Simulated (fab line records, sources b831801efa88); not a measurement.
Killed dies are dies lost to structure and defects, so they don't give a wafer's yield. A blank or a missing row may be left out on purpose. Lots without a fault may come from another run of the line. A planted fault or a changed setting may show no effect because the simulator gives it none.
fab line records | flow sky130
record lots=5 wafers=15 last_day=49
route steps=708 shown POLY_CUT@310 SD_P@320
lots that met no fault: from a run of the same line without faults
start_h: hours from the record's first day to the start of the lot's first wafer shown | wait_h: hours since the lot's step before | " the same as in the row above | L1.1+2: a row that stands for several wafers | - no value, or no start given | * or withheld: withheld | < > ~ a bound
route shown NAME@n: a module of which the file shows steps, and the number in the route of the first | usual: mean/standard deviation of fault-free wafers | same: alike in all rows | chamber/n: place in a boat | sites: the reading at each site | _std_site: their standard deviation | _edge_site: outer sites' mean less inner sites' | radius_mm: how far each site lies from the wafer's centre | mask NAME#n: copy n | behind: the tool/chamber that last shaped the wafer | hold: why the lot was held/for how many hours/how that ended | device: the transistor (n, p or np) that didn't switch | end of line: the same wafers' tests at the end of the route | a step without rows: its recipe alone | killed: dies lost to structure and defects at the first sort, not the wafer's yield | map: a wafer's dies, x killed, . not, _ none there
set.NAME: the setting as run; set.NAME@STEP: as run at that earlier step | model.NAME: the simulator's own value behind a step, which no gauge read
lots at some steps of the route; a table a step, a row a wafer
services: from which hour (start_h, from the record's first day; less than 0 if before it) a tool's chamber was out of use, for how many hours, and why
## steps
# step SKY_POLY_CUT_COAT_03
# recipe resist=KrF-thick spin_rpm=3000 resist_thk_nm=450
# columns lot.wafer tool chamber start_h wait_h
L077.3+4+5 litho_track-01 0 - -
L078.1+2+3 litho_track-01 0 - -
L079.1+2+4 litho_track-02 0 - -
L083.1+3+5 litho_track-02 0 - -
L090.2+3+4 litho_track-01 0 - -
# step SKY_POLY_CUT_SOFTBAKE_04
# recipe temp_c=100 time_s=90 resist=KrF-thick
# columns lot.wafer tool chamber start_h wait_h
L077.3+4+5 litho_track-01 0 - -
L078.1+2+3 litho_track-01 0 - -
L079.1+2+4 litho_track-02 0 - -
L083.1+3+5 litho_track-02 0 - -
L090.2+3+4 litho_track-01 0 - -
# step SKY_POLY_CUT_EXPOSE_05
# recipe mask_id=NPCM na=0.8 source_shape=annular sigma_inner=0.55 sigma_outer=0.85 target_cd_nm=270 dose_mj=32
# same sigma_outer=0.85
# columns lot.wafer tool chamber start_h wait_h mask
L077.3+4+5 krf_scanner-02 0 - - NPCM#0
L078.1+2+3 krf_scanner-01 0 - - NPCM#0
L079.1+2+4 krf_scanner-02 0 - - NPCM#0
L083.1+3+5 krf_scanner-01 0 - - NPCM#0
L090.2+3+4 krf_scanner-01 0 - - NPCM#0
# step SKY_POLY_CUT_PEB_06
# recipe peb_temp_c=withheld peb_time_s=withheld resist=KrF-thick
# columns lot.wafer tool chamber start_h wait_h
L077.3+4+5 litho_track-01 0 - -
L078.1+2+3 litho_track-04 0 - -
L079.1+2+4 litho_track-04 0 - -
L083.1+3+5 litho_track-04 0 - -
L090.2+3+4 litho_track-04 0 - -
# step SKY_POLY_CUT_DEVELOP_07
# recipe develop_time_s=60 resist=KrF-thick dev_temp_c=21
# same develop_time_s=60
# columns lot.wafer tool chamber start_h wait_h
L077.3+4+5 litho_track-01 0 - -
L078.1+2+3 litho_track-04 0 - -
L079.1+2+4 litho_track-04 0 - -
L083.1+3+5 litho_track-04 0 - -
L090.2+3+4 litho_track-04 0 - -
# step SKY_POLY_CUT_CD_MEAS_08
# recipe target_cd_nm=270
# usual cd_nm=270.0/1.2
# columns lot.wafer tool chamber start_h wait_h cd_nm
L077.3 cd_sem-01 - 580.20 - 271.3
L077.4 " - " " 271.1
L077.5 " - " " 271.0
L078.1 cd_sem-01 - 611.65 - 266.9
L078.2 " - " " 268.5
L078.3 " - " " 269.2
L079.1 cd_sem-02 - 621.00 - 270.2
L079.2 " - " " 268.9
L079.4 " - " " 268.7
L083.1 cd_sem-02 - 663.50 - 271.5
L083.3 " - " " 271.4
L083.5 " - " " 270.1
L090.2 cd_sem-02 - 686.07 - 270.2
L090.3 " - " " 269.7
L090.4 " - " " 270.7
# step SKY_POLY_CUT_OVL_MEAS_09
# usual POLY_CUT_OVL=-1/5.2
# columns lot.wafer tool chamber start_h wait_h POLY_CUT_OVL[nm]
L077.3 overlay-02 - 580.29 0.1 -5
L077.4 " - " " -7
L077.5 " - " " -8
L078.1 overlay-02 - 611.77 0.1 -9
L078.2 " - " " -1
L078.3 " - " " -1
L079.1 overlay-02 - 621.12 0.1 8
L079.2 " - " " 10
L079.4 " - " " 3
L083.1 overlay-01 - 663.62 0.1 0
L083.3 " - " " 0
L083.5 " - " " 5
L090.2 overlay-01 - 686.18 0.1 -7
L090.3 " - " " -5
L090.4 " - " " -9
# step SKY_POLY_CUT_ETCH_10
# recipe chemistry=N2/H2 target=BARC ion_energy_ev=200 source_w=500 bias_w=100 pressure_mtorr=30 n2_flow_sccm=100 h2_flow_sccm=200 stop_on=SiO2 time_s=45.9 target_depth_a=600
# usual drypump_motor_current_A=5.8/0.36 oes_product_au=0.855/0.0043 throttle_valve_pct=13.225/0.0084
# columns lot.wafer tool chamber start_h wait_h drypump_motor_current_A oes_product_au rf_hours_counter_h throttle_valve_pct
L077.3 rie_diel-04 3 580.32 0.0 5.8 0.855 13 13.208
L077.4 " 0 " " 6.0 0.852 5 13.242
L077.5 " 1 " " 5.2 0.857 - 13.240
L078.1 rie_diel-02 0 611.81 0.0 5.3 0.855 6 13.233
L078.2 " 1 " " 6.2 0.850 6 13.223
L078.3 " 3 " " 5.7 0.845 4 13.232
L079.1 rie_diel-02 3 621.16 0.0 5.7 0.860 4 13.223
L079.2 " 0 " " 5.3 0.860 6 13.243
L079.4 " 2 " " 6.0 0.848 18 13.231
L083.1 rie_diel-04 1 663.66 0.0 5.2 0.845 4 13.231
L083.3 " 3 " " 5.8 0.846 15 13.232
L083.5 " 0 " " 6.0 0.852 - 13.242
L090.2 rie_diel-04 3 686.21 0.0 5.8 0.854 16 13.227
L090.3 " 2 " " 6.3 0.848 7 13.215
L090.4 " 1 " " 5.2 0.851 5 13.223
# step SKY_POLY_CUT_ETCH_11
# recipe target=Si3N4 chemistry=CF4/CH2F2/Ar stop_on=poly-Si source_w=600 bias_w=150 pressure_mtorr=40 cf4_flow_sccm=40 ch2f2_flow_sccm=20 Ar_flow_sccm=150 time_s=42.5 target_depth_a=600
# usual ch2f2_flow_sccm=20.00/0.061 drypump_motor_current_A=5.8/0.36 oes_product_au=0.831/0.0062 throttle_valve_pct=14.995/0.0084
# columns lot.wafer tool chamber start_h wait_h ch2f2_flow_sccm drypump_motor_current_A oes_product_au rf_hours_counter_h throttle_valve_pct
L077.3 rie_diel-04 3 580.36 0.0 20.02 5.8 0.826 13 14.991
L077.4 " 0 " " 19.96 6.0 0.830 5 14.998
L077.5 " 1 " " 20.06 5.2 0.834 - 14.985
L078.1 rie_diel-02 0 611.85 0.0 20.02 5.3 0.827 6 15.001
L078.2 " 1 " " 19.97 6.2 0.834 6 14.991
L078.3 " 3 " " 20.06 5.6 0.832 4 15.003
L079.1 rie_diel-02 3 621.20 0.0 20.00 5.7 0.840 4 15.000
L079.2 " 0 " " 20.01 5.3 0.833 6 15.001
L079.4 " 2 " " 20.02 6.0 0.843 18 15.000
L083.1 rie_diel-04 1 663.70 0.0 19.96 5.2 0.835 4 14.987
L083.3 " 3 " " 19.93 5.8 0.836 15 14.989
L083.5 " 0 " " 20.08 6.0 0.838 - 14.982
L090.2 rie_diel-04 3 686.25 0.0 20.06 5.8 0.837 16 15.007
L090.3 " 2 " " 19.84 6.3 0.829 7 14.999
L090.4 " 1 " " 19.94 5.2 0.827 5 14.983
# step SKY_POLY_CUT_STRIP_12
# recipe chemistry=O2/N2 power_w=1400 pressure_mtorr=1500 platen_temp_c=withheld o2_flow_sccm=3000 n2_flow_sccm=300 overash_fraction=0.5
# usual drypump_motor_current_A=5.9/0.45 oes_product_au=0.453/0.0047 strip_time_to_endpoint_s=5.358/0.022
# columns lot.wafer tool chamber start_h wait_h drypump_motor_current_A oes_product_au rf_hours_counter_h strip_time_to_endpoint_s
L077.3 plasma_asher-01 1 580.43 0.1 5.3 0.453 - 5.356
L077.4 " 0 " " 6.1 0.449 - 5.380
L077.5 " 1 " " 5.3 0.448 - 5.354
L078.1 plasma_asher-04 0 611.89 0.0 5.9 0.452 87 5.357
L078.2 " 1 " " 5.2 0.455 87 5.369
L078.3 " 0 " " 5.9 0.456 - 5.326
L079.1 plasma_asher-04 0 621.24 0.0 6.0 0.455 88 5.376
L079.2 " 1 " " 5.2 0.449 88 5.366
L079.4 " 0 " " 6.0 0.451 - 5.378
L083.1 plasma_asher-04 1 663.74 0.0 5.2 0.457 93 5.333
L083.3 " 1 " " 5.2 0.441 - 5.341
L083.5 " 0 " " 6.0 0.444 - 5.347
L090.2 plasma_asher-02 0 686.29 0.0 6.5 0.454 59 5.345
L090.3 " 0 " " 6.5 0.451 - 5.368
L090.4 " 1 " " 5.8 0.454 - 5.329
# step SKY_SD_P_DEHYDRATE_00
# recipe temp_c=200 time_s=60
# columns lot.wafer tool chamber start_h wait_h
L077.3+4+5 litho_track-02 0 595.62 15.2
L078.1+2+3 litho_track-01 0 626.61 14.7
L079.1+2+4 litho_track-03 0 634.51 13.2
L083.1+3+5 litho_track-03 0 677.26 13.5
L090.2+3+4 litho_track-03 0 699.58 13.3
# step SKY_SD_P_HMDS_01
# recipe prime_time_s=60 prime_temp_c=120
# columns lot.wafer tool chamber start_h wait_h
L077.3+4+5 litho_track-02 0 595.77 0.1
L078.1+2+3 litho_track-01 0 626.76 0.1
L079.1+2+4 litho_track-03 0 634.66 0.1
L083.1+3+5 litho_track-03 0 677.41 0.1
L090.2+3+4 litho_track-03 0 699.73 0.1
# step SKY_SD_P_COAT_02
# recipe resist=NOVOLAK spin_rpm=3000 resist_thk_nm=1140
# columns lot.wafer tool chamber start_h wait_h
L077.3+4+5 litho_track-02 0 595.92 0.1
L078.1+2+3 litho_track-01 0 626.91 0.1
L079.1+2+4 litho_track-03 0 634.81 0.1
L083.1+3+5 litho_track-03 0 677.56 0.1
L090.2+3+4 litho_track-03 0 699.88 0.1
# step SKY_SD_P_SOFTBAKE_03
# recipe temp_c=90 time_s=60 resist=NOVOLAK
# columns lot.wafer tool chamber start_h wait_h
L077.3+4+5 litho_track-02 0 596.07 0.1
L078.1+2+3 litho_track-01 0 627.06 0.1
L079.1+2+4 litho_track-03 0 634.96 0.1
L083.1+3+5 litho_track-03 0 677.71 0.1
L090.2+3+4 litho_track-03 0 700.03 0.1
# step SKY_SD_P_EXPOSE_04
# recipe mask_id=PSDM na=0.6 source_shape=conventional sigma_outer=0.6 polarization=unpolarized target_cd_nm=380 dose_mj=138
# same sigma_outer=0.6
# columns lot.wafer tool chamber start_h wait_h mask
L077.3+4+5 iline_stepper-02 0 - - PSDM#0
L078.1+2+3 iline_stepper-01 0 - - PSDM#0
L079.1+2+4 iline_stepper-02 0 - - PSDM#0
L083.1+3+5 iline_stepper-01 0 - - PSDM#0
L090.2+3+4 iline_stepper-02 0 - - PSDM#0
# step SKY_SD_P_PEB_05
# recipe temp_c=withheld time_s=* resist=NOVOLAK
# columns lot.wafer tool chamber start_h wait_h
L077.3+4+5 litho_track-02 0 - -
L078.1+2+3 litho_track-03 0 - -
L079.1+2+4 litho_track-03 0 - -
L083.1+3+5 litho_track-01 0 - -
L090.2+3+4 litho_track-03 0 - -
## services
# columns tool chamber start_h hours kind
krf_scanner-02 - 544.99 1.0 pm
plasma_asher-04 - 555.25 11.5 repair
rie_diel-02 2 558.86 13.4 repair
krf_scanner-01 - 565.00 1.3 pm
krf_scanner-01 - 571.37 0.2 repair
plasma_asher-04 - 571.59 4.0 repair
krf_scanner-01 - 573.63 4.0 pm
rie_diel-02 2 583.96 6.1 repair
iline_stepper-01 - 594.51 2.1 pm
iline_stepper-01 - 605.52 1.7 pm
krf_scanner-01 - 609.45 4.9 repair
iline_stepper-02 - 612.28 6.0 repair
krf_scanner-01 - 617.52 0.8 pm
rie_diel-04 - 623.10 0.8 repair
plasma_asher-04 - 633.23 1.3 repair
rie_diel-02 - 640.37 2.8 pm
krf_scanner-01 - 660.70 0.8 pm
krf_scanner-01 - 664.06 1.0 pm
iline_stepper-02 - 673.03 2.1 pm
iline_stepper-02 - 683.18 1.7 pm
rie_diel-04 - 683.24 2.8 pm
rie_diel-02 3 693.94 4.8 repair
krf_scanner-01 - 701.52 0.8 repair
plasma_asher-04 - 706.14 14.7 repair
## key
fault none
